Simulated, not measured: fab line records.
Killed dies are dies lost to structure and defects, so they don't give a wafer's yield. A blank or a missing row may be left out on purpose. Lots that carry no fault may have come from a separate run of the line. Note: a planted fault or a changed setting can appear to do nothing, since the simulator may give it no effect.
A struck lot beside a sound one / flow sky130 / 15 out of 708 route steps
Sound: these wafers, L111.1, L111.2, L111.4. Wafers L121.2, L121.3, L121.6 were the ones struck. The cause is given at the end.
Per side, at each step with rows, come the tool, then ch with its chambers, and then its first start. Under that, the readings that differ: sound wafers / struck wafers / difference of the means / sigmas: that difference in standard deviations of wafers without a fault.
alike: readings whose means differ by less than 2 such deviations, and words and numbers that are the same on both sides. not compared: withheld readings, readings that some wafer has no value for, bounds like >300 that may hide the same value, and numbers for which the record gives no deviation and whose values overlap.
A row with sigmas, a row that says differs or no value, or rows on one side alone: a step with any of these is where the two part. Numbers that have no deviation but don't overlap get no sigmas and don't part them. Lack of a reading on every wafer of one side parts them only where that side has two or more wafers.

first, 6 steps without rows for these wafers: SKY_LDD_N_HMDS_01 (prime time 60 s); SKY_LDD_N_COAT_02 (resist thk 300 nm); SKY_LDD_N_SOFTBAKE_03 (time 60 s); SKY_LDD_N_EXPOSE_04 (exposes mask NTM, target cd 840 nm); SKY_LDD_N_PEB_05; SKY_LDD_N_DEVELOP_06 (develop time 60 s).
SKY_LDD_N_OVL_MEAS_07:
  struck on overlay-01, day 22 12:22; sound on overlay-02, day 18 06:31
  alike: LDD_N_OVL
then, 5 steps without rows for these wafers: SKY_LDD_N_IMPLANT_08; SKY_LDD_N_IMPLANT_09; SKY_LDD_N_IMPLANT_10; SKY_LDD_N_IMPLANT_11; SKY_LDD_N_IMPLANT_12.
SKY_LDD_N_IMPLANT_13:
  sound on implanter-02 ch 0, day 18 07:18; struck on implanter-02 ch 0, day 22 13:11
reading=tiltDeg (degrees); sound=29.982 29.966 29.947; struck=-0.025 0.008 -0.014; difference=-29.975; sigmas=-99 or more
  alike: rotationDeg
following that, these wafers have no rows for 1 step: SKY_LDD_N_IMPLANT_14.
-- record jumps: 26 days separate the struck wafers' starts on either side; left off in module LDD_N, taken up again in module PAD_OPEN, whose first shown step is the route's number 708 --
SKY_PAD_OPEN_PROBE_99:
  struck on prober-01, day 48 23:16; sound on prober-01, day 46 05:44
reading=model.etest.nfet_01v8_turned.vtSatV (V); sound=0.6435 0.6334 0.6402; struck=0.6612 0.6709 0.6687; difference=+0.0279; sigmas=
  alike: killed_at_M0_to_M3, killed_at_M4_up, killedAtContacts, killedAtFrontEnd, killedAtOther, killedDies, killedOnRim, killedOpen, killedShort

WHERE THEY PART
Only at SKY_LDD_N_IMPLANT_13, as far as this record shows. Later steps at which nothing parts them and some readings are alike: SKY_PAD_OPEN_PROBE_99.

WHY: what had been put in by the simulator
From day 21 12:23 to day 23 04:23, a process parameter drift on implanter-02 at SKY_LDD_N_IMPLANT_13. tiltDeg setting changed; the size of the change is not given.
